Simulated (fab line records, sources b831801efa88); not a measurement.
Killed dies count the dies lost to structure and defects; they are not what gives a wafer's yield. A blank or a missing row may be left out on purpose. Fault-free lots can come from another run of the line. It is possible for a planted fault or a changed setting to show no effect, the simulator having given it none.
Shared-tool check ; flow sky130 ; Sampled: 11 lots, 33 wafers

== WHY THIS WAS OPENED ==
Of 11 lots, 3 have the reading VT_ADJUST_LVTN_2_TW flagged at SKY_VT_ADJUST_LVTN_TW_MEAS_21. Wafers without a fault read 187.8, standard deviation 2.
Rule: a lot gets a flag if all its wafers with a number sit over 4 standard deviations from that mean, or if no wafer of it has a number. The other lots count as sound.

lot;measured;on;VT_ADJUST_LVTN_2_TW, wafer by wafer;flag
L332;day 7 08:46;film_metro-03;189.4 189.7 189.1;
L337;day 8 07:41;film_metro-04;189.4 190.2 189.3;
L339;day 8 14:47;film_metro-03;188.9 190.2 190.2;
L341;day 8 17:57;film_metro-02;264.5 264.4 264.6;FLAGGED
L342;day 8 20:50;film_metro-02;265.3 265.7 265.3;FLAGGED
L343;day 9 00:50;film_metro-02;264.4 264.7 263.4;FLAGGED
L345;day 9 15:39;film_metro-02;186.6 186.0 186.6;
L346;day 9 21:35;film_metro-03;190.5 190.2 190.3;
L348;day 10 06:47;film_metro-02;185.7 186.4 185.5;
L352;day 17 17:18;film_metro-02;186.0 185.5 187.1;
L353;day 17 18:38;film_metro-03;189.8 190.8 190.2;
The mean of the flagged lots' numbers is 264.7, +76.9 from the usual (+38 standard deviations).

== LOT BY LOT: THE TOOL USED ==
3 process steps preceding the reading are held in the record, out of 708 steps in the route. In each cell: the tool, then ch and the chambers that the sampled wafers went through, then the start.
lot;flag;SKY_FIELD_ISO_STRIP_16;SKY_DNWELL_STRIP_08;SKY_VT_ADJUST_LVTN_COAT_02
L332;;plasma_asher-02 ch 0,1, day 2 09:16;plasma_asher-04 ch 0,1, day 3 08:44;litho_track-01 ch 0, day 6 11:16
L337;;plasma_asher-03 ch 0,1, day 3 12:34;plasma_asher-03 ch 0,1, day 4 12:58;litho_track-01 ch 0, day 7 12:55
L339;;plasma_asher-02 ch 0,1, day 3 21:11;plasma_asher-04 ch 0,1, day 5 00:53;litho_track-03 ch 0, day 7 22:01
L341;FLAGGED;plasma_asher-03 ch 0,1, day 4 09:23;plasma_asher-03 ch 0,1, day 5 09:19;litho_track-01, day 8 02:28
L342;FLAGGED;plasma_asher-03 ch 0,1, day 4 15:53;plasma_asher-04 ch 0,1, day 5 15:28;litho_track-01, day 8 06:04
L343;FLAGGED;plasma_asher-02 ch 0, day 4 20:16;plasma_asher-04 ch 0,1, day 5 18:40;litho_track-01, day 8 09:14
L345;;plasma_asher-04 ch 0,1, day 5 06:25;plasma_asher-03 ch 0,1, day 6 05:22;litho_track-01 ch 0, day 8 15:10
L346;;plasma_asher-04 ch 0,1, day 5 10:49;plasma_asher-03 ch 0,1, day 6 10:13;litho_track-01 ch 0, day 8 17:58
L348;;plasma_asher-03 ch 0,1, day 5 19:23;plasma_asher-03 ch 0,1, day 6 17:38;litho_track-03 ch 0, day 8 22:59
L352;;plasma_asher-03 ch 0,1, day 9 15:03;plasma_asher-03 ch 0,1, day 11 07:37;litho_track-03 ch 0, day 15 22:10
L353;;plasma_asher-04 ch 0, day 9 15:17;plasma_asher-03 ch 0,1, day 11 08:02;litho_track-03 ch 0, day 15 23:28
What is done by these steps:
- SKY_FIELD_ISO_STRIP_16: strips in O2/N2.
- SKY_DNWELL_STRIP_08: strips in O2/N2.
- SKY_VT_ADJUST_LVTN_COAT_02: resist thk 3000 nm.
- SKY_VT_ADJUST_LVTN_TW_MEAS_21

== FLAGGED OVER TOTAL, TOOL BY TOOL (the gauges that took the reading come last) ==
step;tool;lots run;flagged;share of the flagged lots;sound lots run after its first flagged lot
SKY_FIELD_ISO_STRIP_16;plasma_asher-02;3;1;some;0
SKY_FIELD_ISO_STRIP_16;plasma_asher-03;5;2;some;2 (L348,L352)
SKY_FIELD_ISO_STRIP_16;plasma_asher-04;3;0;none;-
SKY_DNWELL_STRIP_08;plasma_asher-03;7;1;some;5 (L345,L346,L348,L352,L353)
SKY_DNWELL_STRIP_08;plasma_asher-04;4;2;some;0
SKY_VT_ADJUST_LVTN_COAT_02;litho_track-01;7;3;all;2 (L345,L346)
SKY_VT_ADJUST_LVTN_COAT_02;litho_track-03;4;0;none;-
SKY_VT_ADJUST_LVTN_TW_MEAS_21;film_metro-02;6;3;all;3 (L345,L348,L352)
SKY_VT_ADJUST_LVTN_TW_MEAS_21;film_metro-03;4;0;none;-
SKY_VT_ADJUST_LVTN_TW_MEAS_21;film_metro-04;1;0;none;-

== THE TABLE: WHAT IT ALLOWS ==
2 rows of the table ran every flagged lot: litho_track-01 at SKY_VT_ADJUST_LVTN_COAT_02, film_metro-02 at SKY_VT_ADJUST_LVTN_TW_MEAS_21.
- litho_track-01 at SKY_VT_ADJUST_LVTN_COAT_02: 3 of its 7 lots flagged. Sound lots ran on it after the first flagged one (L345, L346), which a lasting fault on the whole tool wouldn't allow. On the flagged lots its readings are blank where sound lots have values: chill_plate_temp_C, dispense_pressure_kPa, exhaust_pa.
- film_metro-02 at SKY_VT_ADJUST_LVTN_TW_MEAS_21: 3 of its 6 lots flagged. Sound lots ran on it after the first flagged one (L345, L348, L352), which a lasting fault on the whole tool wouldn't allow.
No row of the table ran every flagged lot and no sound lot after the first.

== WHAT WAS PUT IN BY THE SIMULATOR ==
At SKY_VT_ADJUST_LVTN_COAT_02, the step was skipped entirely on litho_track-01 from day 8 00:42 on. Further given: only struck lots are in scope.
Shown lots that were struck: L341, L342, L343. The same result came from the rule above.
